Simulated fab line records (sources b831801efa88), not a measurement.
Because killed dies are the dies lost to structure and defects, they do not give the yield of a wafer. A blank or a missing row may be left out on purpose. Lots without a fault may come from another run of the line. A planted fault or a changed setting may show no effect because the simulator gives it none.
Which tool did it? | flow sky130 | 30 wafers from 10 lots sampled at 2 of the route's 708 steps

== WHAT THE GAUGES READ, wafer by wafer ==
SKY_METAL1_CD_MEAS_15: the cd target is 140 nm.
lot  | measured     | on        | cd nm (nm)
L162 | day 35 23:48 | cd sem-01 | 137.3 138.7 138.9
L163 | day 36 06:01 | cd sem-02 | 140.4 140.4 139.3
L164 | day 36 18:19 | cd sem-02 | 142.4 140.9 142.2
L171 | day 38 09:29 | cd sem-02 | 141.4 140.7 140.9
L170 | day 38 14:19 | cd sem-01 | 140.2 140.2 140.4
L172 | day 39 04:10 | cd sem-02 | 137.3 137.7 136.3
L174 | day 39 06:14 | cd sem-01 | 138.5 140.6 139.6
L173 | day 39 15:40 | cd sem-02 | 139.8 139.7 139.7
L175 | day 39 21:17 | cd sem-02 | 139.6 140.4 140.1
L176 | day 40 01:53 | cd sem-01 | 140.7 141.9 142.1

== WHAT TOOL EACH LOT RAN ON (gives the tool, then ch and the chambers of the sampled wafers, and finally the start) ==
lot  | SKY_CONTACT_CMP_27
L162 | cmp-01 ch 0,2, day 34 20:58
L163 | cmp-02 ch 0,2,3, day 35 02:29
L164 | cmp-02 ch 0,3, day 35 15:31
L171 | cmp-01 ch 0,1, day 37 07:05
L170 | cmp-02 ch 0,3, day 37 12:19
L172 | cmp-02 ch 0,1,2, day 38 03:31
L174 | cmp-02 ch 1,3, day 38 04:32
L173 | cmp-01 ch 1,2,3, day 38 14:16
L175 | cmp-02 ch 1,2, day 38 19:57
L176 | cmp-01 ch 0,1,3, day 39 00:02
- SKY_CONTACT_CMP_27: polishes, stops on SiO2, t overpolish 15 s, target thk 0 nm.

== THE ANSWER, worked out from the rows above alone ==
Rule: the usual values come from the lots themselves. The widest of any qualifying gaps counts: lots, ordered by their means at a reading, are off when they make up no more than a third of the lots, leave a main group of 4 or more, and stand apart from it by 3 or more times the standard deviation of that group's means. A main group is skipped when, at the precision printed for the reading in the tables above, its means are all equal. Also off: a lot with no number at a reading for which 4 or more lots have one. All remaining lots with rows at the step are treated as sound.
Nothing can be told from this: no lot is off at any reading shown.

== WHAT THE SIMULATOR PUT IN ==
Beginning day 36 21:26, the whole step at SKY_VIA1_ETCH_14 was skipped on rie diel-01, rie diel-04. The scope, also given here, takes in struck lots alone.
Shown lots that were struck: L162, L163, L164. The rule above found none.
